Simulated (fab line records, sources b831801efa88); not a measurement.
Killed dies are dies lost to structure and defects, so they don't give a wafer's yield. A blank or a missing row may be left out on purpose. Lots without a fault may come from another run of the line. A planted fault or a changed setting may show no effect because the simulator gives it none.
Problem report in the 8D (eight disciplines) form, filled by code | flow sky130 | the parts of the form that need people (team, actions taken, sign-off) are left out

1. THE PROBLEM
killed_at_front_end at SKY_PAD_OPEN_PROBE_99 reads a mean of 46 on 9 wafers of 3 lots; wafers without a fault read 16 with a standard deviation of 4.3. That is +7.0 standard deviations from the usual mean.
First seen on wafer L809.1, day 49 03:06, on prober-02. The record holds 39 wafers of 13 lots with a number at this step. Rule for "out", or "out of limits": more than 4 standard deviations from the usual mean. The other wafers with a number count as sound.

2. WHAT IT IS AND WHAT IT IS NOT
question                    | is                     | is not
which readings at this step | killed_at_front_end    | killed_at_M0_to_M3, killed_at_M4_up, killed_short
which lots                  | L809, L810, L811       | L801, L804, L805, L806, L819, L820, L821, L822, L823, L824
which wafers of those lots  | all that have a number | -
read on which tools         | prober-01, prober-02   | -
when                        | from day 49 03:06      | up to then (12 sound wafers); but 18 sound wafers of L819, L820, L821, L822, L823, L824 came after

3. SUSPECTS, AND WHAT RULES EACH OUT
Counting: a tool at a process step up to the reading stays a suspect if it ran every lot that is out and no sound lot after the first of them.
- lpcvd-02 at SKY_POLY_GATE_CVD_03 (deposits Si3N4 from DCS/NH3, target thk 75 nm, time 1290 s): ruled out as a lasting fault. Sound lots L819, L820, L821, L822, L823, L824 ran on it after its first lot that is out, L809 (day 18 19:56).
Left after counting: nothing in the record.

4. THE CAUSE (what the simulator had put in)
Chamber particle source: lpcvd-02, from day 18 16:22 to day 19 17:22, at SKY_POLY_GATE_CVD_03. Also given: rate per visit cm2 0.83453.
Counting ruled it out, wrongly: the rule takes a fault to strike every lot that its tool runs from its start on, and this one did not.

5. THE CHAIN OF EFFECTS, in route order
Each row: a reading whose mean over the struck wafers that have a number lies more than 3 standard deviations from the usual. Only readings for which the record gives a usual standard deviation are gone through. hours: the time from each lot's start at the first step in this table that gives one to its start at this step, as a median over the lots. sigmas: the change in usual standard deviations.
hours | step                  | reading             | usual | on struck wafers | change | sigmas
0     | SKY_PAD_OPEN_PROBE_99 | killed_at_front_end | 16    | 46               | +30    | +7.0
The process steps in it:
- SKY_PAD_OPEN_PROBE_99

6. WHAT WOULD HAVE CAUGHT IT SOONER
In this record the first reading out of limits was taken at day 49 03:06, 731 hours after the fault began at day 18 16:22.
Of the tool readings at SKY_POLY_GATE_CVD_03 for which the record gives a usual standard deviation, none was out on any struck wafer, so an alarm limit of 4 standard deviations on them would not have fired.
